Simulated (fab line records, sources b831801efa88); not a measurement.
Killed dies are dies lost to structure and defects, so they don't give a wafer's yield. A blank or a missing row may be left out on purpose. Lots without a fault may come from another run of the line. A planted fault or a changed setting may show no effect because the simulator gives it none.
Chamber matching | flow gf180mcu | GF_CONTACT_CVD_00 on hdpcvd-02: 3 sister chambers
The step deposits SiO2, target thk 300 nm, time 50 s. 6 wafers are shown with their chamber, then 8 later ones without.

WAFERS WITH THEIR CHAMBER
wafer  | chamber | sih4_flow_sccm (sccm)
L803.1 | 1       | 60.09
L803.2 | 2       | 60.10
L803.5 | 2       | 60.34
L804.1 | 1       | 60.03
L804.4 | 0       | 60.17
L805.2 | 0       | 60.29

WAFERS WITHOUT THEIR CHAMBER
wafer  | sih4_flow_sccm (sccm)
L805.4 | 60.08
L805.5 | 59.70
L808.2 | 60.02
L808.4 | 59.68
L808.6 | 59.67
L810.1 | 59.97
L810.3 | 60.19
L810.6 | 60.42

WHICH CHAMBER EACH WENT THROUGH
wafer  | from the rows above          | in truth
L805.4 | can't be placed: 1 or 2 or 0 | 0
L805.5 | can't be placed: 1 or 2 or 0 | 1
L808.2 | can't be placed: 1 or 2 or 0 | 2
L808.4 | can't be placed: 1 or 2 or 0 | 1
L808.6 | can't be placed: 1 or 2 or 0 | 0
L810.1 | can't be placed: 1 or 2 or 0 | 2
L810.3 | can't be placed: 2 or 0 or 1 | 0
L810.6 | can't be placed: 0 or 2 or 1 | 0
Placed correctly: 0 of 8. Can't be placed from these rows: 8 (the true chamber is among the candidates in 8). Placed wrongly: 0.
How it was worked out, from the rows above alone: a wafer's distance from a chamber is the root of the sum, over the readings, of the square of ((its reading less the chamber's mean) divided by the reading's scatter). The wafer belongs to the nearest chamber; if the next one is less than 2 further off, it can't be placed. A chamber's mean is the mean of its shown wafers. The scatter: the root of (the sum of the squares of (reading less its chamber's mean) over the shown wafers, divided by (wafers less chambers)).
